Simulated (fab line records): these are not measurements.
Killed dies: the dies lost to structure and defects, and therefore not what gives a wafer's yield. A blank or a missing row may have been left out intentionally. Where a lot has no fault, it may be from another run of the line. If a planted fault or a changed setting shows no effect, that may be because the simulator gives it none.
What tool caused it? + flow sky130 + 13 lots, 39 wafers sampled, at 7 steps of a route of 708

WHAT EACH GAUGE READ, for each wafer
SKY_POLY_GATE_THK_MEAS_04. Usual: POLY_GATE_CVD_03_THK typically reads 75.3 nm, with standard deviation 0.62.
| lot  | measured     | on           | POLY_GATE_CVD_03_THK (nm) | flag |
|------|--------------|--------------|---------------------------|------|
| L485 | day 16 04:40 | filmMetro-04 | 76.7 77.2 76.7            |      |
| L484 | day 16 03:13 | filmMetro-03 | 75.4 74.7 75.7            |      |
| L483 | day 16 04:38 | filmMetro-02 | 75.7 75.5 75.0            |      |
| L486 | day 16 05:58 | filmMetro-04 | 75.8 76.4 75.8            |      |
| L487 | day 18 09:11 | filmMetro-03 | 76.0 76.2 76.1            |      |
| L488 | day 18 09:11 | filmMetro-02 | 75.4 75.9 75.1            |      |
| L489 | day 18 09:10 | filmMetro-04 | 75.0 75.2 74.3            |      |
| L495 | day 19 09:53 | filmMetro-03 | 98.7 98.1 98.7            | OFF  |
| L496 | day 19 17:27 | filmMetro-04 | 98.4 98.7 97.9            | OFF  |
| L503 | day 22 13:37 | filmMetro-02 | 74.8 75.0 74.8            |      |
| L504 | day 22 23:49 | filmMetro-02 | 74.4 74.6 74.9            |      |
| L505 | day 23 08:23 | filmMetro-02 | 77.0 76.0 76.3            |      |
| L506 | day 23 11:44 | filmMetro-04 | 75.6 75.3 76.1            |      |

SKY_CONTACT_THK_MEAS_03. Usual: CONTACT_HDPCVD_THK typically reads 566 nm, with standard deviation 7.4.
| lot  | measured     | on           | CONTACT_HDPCVD_THK (nm) | flag |
|------|--------------|--------------|-------------------------|------|
| L485 | day 31 14:55 | filmMetro-02 | 559 568 550             |      |
| L484 | day 31 13:23 | filmMetro-01 | 574 557 562             |      |
| L483 | day 31 11:04 | filmMetro-02 | 570 574 585             |      |
| L486 | day 31 14:34 | filmMetro-02 | 569 573 578             |      |
| L487 | day 33 12:53 | filmMetro-02 | 566 557 574             |      |
| L488 | day 33 14:26 | filmMetro-04 | 558 569 558             |      |
| L489 | day 33 14:59 | filmMetro-01 | 568 568 568             |      |
| L495 | day 34 03:10 | filmMetro-02 | 567 558 577             |      |
| L496 | day 34 14:58 | filmMetro-04 | 579 574 576             |      |
| L503 | day 36 23:07 | filmMetro-01 | 569 570 567             |      |
| L504 | day 37 10:08 | filmMetro-04 | 561 564 559             |      |
| L505 | day 37 14:55 | filmMetro-04 | 563 577 571             |      |
| L506 | day 37 20:14 | filmMetro-04 | 572 568 571             |      |

EACH LOT AND THE TOOL THAT RAN IT (in order: tool; ch and the chambers of the sampled wafers; start)
| lot  | SKY_FIELD_ISO_ETCH_14            | SKY_POLY_GATE_CVD_03        | SKY_POLY_GATE_ETCH_16             | SKY_POLY_CUT_ETCH_11              | SKY_LOCAL_INTERCONNECT_ETCH_13   |
|------|----------------------------------|-----------------------------|-----------------------------------|-----------------------------------|----------------------------------|
| L485 | rieDiel-04 ch 1,2,3, day 2 20:23 | lpcvd-02 ch 0, day 16 03:13 | rieDiel-02 ch 0,1, day 17 09:15   | rieDiel-03 ch 0,1,2, day 25 12:05 | rieMetal-04 ch 0,1, day 31 14:02 |
| L484 | rieDiel-02 ch 0,1,3, day 2 20:38 | lpcvd-02 ch 0, day 16 01:52 | rieDiel-04 ch 0,2,3, day 17 07:58 | rieDiel-02 ch 1,2,3, day 25 09:07 | rieMetal-01 ch 0,1, day 31 12:31 |
| L483 | rieDiel-03 ch 0,1,3, day 2 20:44 | lpcvd-02 ch 0, day 16 03:13 | rieDiel-01 ch 0,1,2, day 17 09:09 | rieDiel-03 ch 0,1,2, day 25 08:21 | rieMetal-04 ch 0,1, day 31 10:12 |
| L486 | rieDiel-04 ch 1,2, day 2 20:59   | lpcvd-02 ch 1, day 16 04:34 | rieDiel-01 ch 0,3, day 17 11:10   | rieDiel-04 ch 2,3, day 25 09:28   | rieMetal-03 ch 0,1, day 31 13:41 |
| L487 | rieDiel-04 ch 1,2,3, day 3 06:05 | lpcvd-02 ch 1, day 18 07:08 | rieDiel-01 ch 0,3, day 19 13:55   | rieDiel-03 ch 0,1,2, day 27 13:49 | rieMetal-03 ch 0,1, day 33 11:58 |
| L488 | rieDiel-03 ch 0,1,2, day 3 11:59 | lpcvd-02 ch 1, day 18 07:08 | rieDiel-04 ch 0,2,3, day 19 14:52 | rieDiel-04 ch 0,2,3, day 27 14:10 | rieMetal-04 ch 0,1, day 33 13:35 |
| L489 | rieDiel-02 ch 1,3, day 3 12:02   | lpcvd-02 ch 1, day 18 07:08 | rieDiel-02 ch 0,1,2, day 19 14:42 | rieDiel-03 ch 1,2,3, day 27 14:40 | rieMetal-01 ch 0,1, day 33 14:04 |
| L495 | rieDiel-04 ch 0,2,3, day 4 19:59 | lpcvd-02 ch 0, day 19 08:31 | rieDiel-04 ch 0,1,3, day 20 16:36 | rieDiel-04 ch 0,1,3, day 28 05:37 | rieMetal-03 ch 0,1, day 34 02:18 |
| L496 | rieDiel-03 ch 0,1,3, day 5 00:11 | lpcvd-02 ch 0, day 19 16:05 | rieDiel-04 ch 2,3, day 21 00:09   | rieDiel-03 ch 0,1,2, day 28 17:04 | rieMetal-04 ch 1, day 34 13:57   |
| L503 | rieDiel-03 ch 0,2,3, day 6 15:41 | lpcvd-02 ch 0, day 22 12:13 | rieDiel-01 ch 2,3, day 23 19:30   | rieDiel-03 ch 0,1, day 31 06:00   | rieMetal-03 ch 0,1, day 36 21:59 |
| L504 | rieDiel-02 ch 0,1,3, day 6 22:11 | lpcvd-02 ch 0, day 22 22:28 | rieDiel-02 ch 1,2,3, day 24 06:34 | rieDiel-03 ch 0,2,3, day 31 16:49 | rieMetal-04 ch 0,1, day 37 09:16 |
| L505 | rieDiel-03 ch 0,1, day 7 04:38   | lpcvd-02 ch 0, day 23 06:20 | rieDiel-04 ch 1,2,3, day 24 14:04 | rieDiel-02 ch 0,1, day 31 22:58   | rieMetal-03 ch 0,1, day 37 13:58 |
| L506 | rieDiel-02 ch 0,1,3, day 7 11:59 | lpcvd-02 ch 1, day 23 10:22 | rieDiel-04 ch 1,2,3, day 24 17:54 | rieDiel-04 ch 1,2,3, day 32 04:18 | rieMetal-03 ch 0, day 37 19:16   |
- SKY_FIELD_ISO_ETCH_14: etches BARC in N2/H2, stops on SiO2, time 45.9 s, target depth 60 nm.
- SKY_POLY_GATE_CVD_03: deposits Si3N4 from DCS/NH3, target thk 75 nm, time 1290 s.
- SKY_POLY_GATE_ETCH_16: etches Si3N4 in CH3F/O2, stops on poly-Si, time 147.5 s, target depth 75 nm.
- SKY_POLY_CUT_ETCH_11: etches Si3N4 in CF4/CH2F2/Ar, stops on poly-Si, time 42.5 s, target depth 60 nm.
- SKY_LOCAL_INTERCONNECT_ETCH_13: etches BARC in N2/H2, stops on SiO2, time 45.9 s, target depth 60 nm.

WHAT THE TOOLS THEMSELVES READ (means of the sampled wafers that have a number; where no wafer has one, the mark that the record gives instead)
SKY_FIELD_ISO_ETCH_14. Usual: drypumpMotorCurrentA 5.7 A, standard deviation 0.39; oesProductAu 0.854 a.u., standard deviation 0.0052; throttleValvePct 13.224 %, standard deviation 0.0091.
| lot  | tool       | drypumpMotorCurrentA (A) | oesProductAu (a.u.) | throttleValvePct (%) | flag |
|------|------------|--------------------------|---------------------|----------------------|------|
| L485 | rieDiel-04 | 5.4                      | 0.852               | 13.220               |      |
| L484 | rieDiel-02 | 5.6                      | 0.854               | 13.227               |      |
| L483 | rieDiel-03 | 5.7                      | 0.853               | 13.220               |      |
| L486 | rieDiel-04 | 5.0                      | 0.853               | 13.222               |      |
| L487 | rieDiel-04 | 5.4                      | 0.857               | 13.225               |      |
| L488 | rieDiel-03 | 5.8                      | 0.857               | 13.233               |      |
| L489 | rieDiel-02 | 5.6                      | 0.854               | 13.226               |      |
| L495 | rieDiel-04 | 5.8                      | 0.851               | 13.226               |      |
| L496 | rieDiel-03 | 5.7                      | 0.850               | 13.223               |      |
| L503 | rieDiel-03 | 5.5                      | 0.850               | 13.222               |      |
| L504 | rieDiel-02 | 5.6                      | 0.854               | 13.217               |      |
| L505 | rieDiel-03 | 5.8                      | 0.859               | 13.233               |      |
| L506 | rieDiel-02 | 5.6                      | 0.857               | 13.231               |      |

SKY_POLY_GATE_CVD_03. Usual: 770.7 C for spikeTcUpperC, sd 1.1.
| lot  | tool     | spikeTcUpperC (C) | flag |
|------|----------|-------------------|------|
| L485 | lpcvd-02 | 769.2             |      |
| L484 | lpcvd-02 | 770.8             |      |
| L483 | lpcvd-02 | 769.5             |      |
| L486 | lpcvd-02 | 769.8             |      |
| L487 | lpcvd-02 | 771.1             |      |
| L488 | lpcvd-02 | 771.0             |      |
| L489 | lpcvd-02 | 770.4             |      |
| L495 | lpcvd-02 | 770.6             |      |
| L496 | lpcvd-02 | 770.9             |      |
| L503 | lpcvd-02 | 769.8             |      |
| L504 | lpcvd-02 | 769.7             |      |
| L505 | lpcvd-02 | 770.5             |      |
| L506 | lpcvd-02 | 770.8             |      |

SKY_POLY_GATE_ETCH_16. Usual: drypumpMotorCurrentA 5.7 A, standard deviation 0.48; oesProductAu 0.641 a.u., standard deviation 0.005; throttleValvePct 10.535 %, standard deviation 0.0093.
| lot  | tool       | drypumpMotorCurrentA (A) | oesProductAu (a.u.) | throttleValvePct (%) | flag |
|------|------------|--------------------------|---------------------|----------------------|------|
| L485 | rieDiel-02 | 5.5                      | 0.645               | 10.529               |      |
| L484 | rieDiel-04 | 5.8                      | 0.641               | 10.534               |      |
| L483 | rieDiel-01 | 5.8                      | 0.642               | 10.542               |      |
| L486 | rieDiel-01 | 5.9                      | 0.640               | 10.536               |      |
| L487 | rieDiel-01 | 5.9                      | 0.645               | 10.544               |      |
| L488 | rieDiel-04 | 5.9                      | 0.643               | 10.533               |      |
| L489 | rieDiel-02 | 5.9                      | 0.636               | 10.527               |      |
| L495 | rieDiel-04 | 5.9                      | 0.722               | 10.547               | OFF  |
| L496 | rieDiel-04 | 5.4                      | 0.723               | 10.543               | OFF  |
| L503 | rieDiel-01 | 6.1                      | 0.640               | 10.532               |      |
| L504 | rieDiel-02 | 5.8                      | 0.641               | 10.526               |      |
| L505 | rieDiel-04 | 5.4                      | 0.649               | 10.532               |      |
| L506 | rieDiel-04 | 5.4                      | 0.641               | 10.537               |      |

SKY_POLY_CUT_ETCH_11. Usual: cf4FlowSccm 40.00 sccm, standard deviation 0.11; drypumpMotorCurrentA 5.7 A, standard deviation 0.45; oesProductAu 0.831 a.u., standard deviation 0.0067; throttleValvePct 14.994 %, standard deviation 0.0085.
| lot  | tool       | cf4FlowSccm (sccm) | drypumpMotorCurrentA (A) | oesProductAu (a.u.) | throttleValvePct (%) | flag |
|------|------------|--------------------|--------------------------|---------------------|----------------------|------|
| L485 | rieDiel-03 | 39.92              | 5.8                      | 0.845               | 15.000               |      |
| L484 | rieDiel-02 | 40.04              | 5.9                      | 0.831               | 14.988               |      |
| L483 | rieDiel-03 | 39.97              | 5.8                      | 0.831               | 14.998               |      |
| L486 | rieDiel-04 | 40.01              | 5.4                      | 0.835               | 14.985               |      |
| L487 | rieDiel-03 | 39.92              | 5.8                      | 0.839               | 14.989               |      |
| L488 | rieDiel-04 | 40.22              | 5.8                      | 0.832               | 14.989               |      |
| L489 | rieDiel-03 | 40.01              | 5.7                      | 0.824               | 15.001               |      |
| L495 | rieDiel-04 | 39.97              | 5.9                      | 0.964               | 15.007               | OFF  |
| L496 | rieDiel-03 | 39.95              | 5.8                      | 0.965               | 15.008               | OFF  |
| L503 | rieDiel-03 | 40.00              | 6.0                      | 0.822               | 14.999               |      |
| L504 | rieDiel-03 | 39.97              | 5.5                      | 0.827               | 14.999               |      |
| L505 | rieDiel-02 | 39.92              | 5.5                      | 0.834               | 14.993               |      |
| L506 | rieDiel-04 | 40.04              | 5.4                      | 0.830               | 15.000               |      |

SKY_LOCAL_INTERCONNECT_ETCH_13. Usual: drypumpMotorCurrentA 5.6 A, standard deviation 0.56; oesProductAu 0.854 a.u., standard deviation 0.0044; throttleValvePct 13.225 %, standard deviation 0.0083.
| lot  | tool        | drypumpMotorCurrentA (A) | oesProductAu (a.u.) | throttleValvePct (%) | flag |
|------|-------------|--------------------------|---------------------|----------------------|------|
| L485 | rieMetal-04 | 6.0                      | 0.856               | 13.232               |      |
| L484 | rieMetal-01 | 5.3                      | 0.850               | 13.225               |      |
| L483 | rieMetal-04 | 5.9                      | 0.853               | 13.229               |      |
| L486 | rieMetal-03 | 5.2                      | 0.857               | 13.231               |      |
| L487 | rieMetal-03 | 5.2                      | 0.854               | 13.223               |      |
| L488 | rieMetal-04 | 6.0                      | 0.853               | 13.217               |      |
| L489 | rieMetal-01 | 5.3                      | 0.857               | 13.222               |      |
| L495 | rieMetal-03 | 5.2                      | 0.856               | 13.226               |      |
| L496 | rieMetal-04 | 6.1                      | 0.860               | 13.218               |      |
| L503 | rieMetal-03 | 5.7                      | 0.856               | 13.232               |      |
| L504 | rieMetal-04 | 6.0                      | 0.851               | 13.222               |      |
| L505 | rieMetal-03 | 5.2                      | 0.859               | 13.229               |      |
| L506 | rieMetal-03 | 4.7                      | 0.854               | 13.230               |      |

THE ANSWER, worked out from the rows above alone
Rule: lot off if the mean of its wafers having a number is beyond 3 standard deviations from the usual mean. A lot without any number at a reading at which 4 lots or more have one is off too. The other lots that the step has rows for count as sound. First the gauges in route order, then the tools' own readings, where a lot's mean is used as printed above. The first step at which some lot is off is used, and at that step the reading that is off furthest; a lot without a number counts as furthest.
Off: at SKY_POLY_GATE_THK_MEAS_04 (POLY_GATE_CVD_03_THK), L495, L496.
If a tool, at a process step before that reading, ran all the lots that are off and no sound lot after the first of them, it fits. Not tried: the gauges at SKY_POLY_GATE_THK_MEAS_04; whatever is off there is also off at SKY_POLY_GATE_ETCH_16, on other tools, and gauge error can't account for it. No candidate that was tried fits.

WHAT THE SIMULATOR HAD PUT IN
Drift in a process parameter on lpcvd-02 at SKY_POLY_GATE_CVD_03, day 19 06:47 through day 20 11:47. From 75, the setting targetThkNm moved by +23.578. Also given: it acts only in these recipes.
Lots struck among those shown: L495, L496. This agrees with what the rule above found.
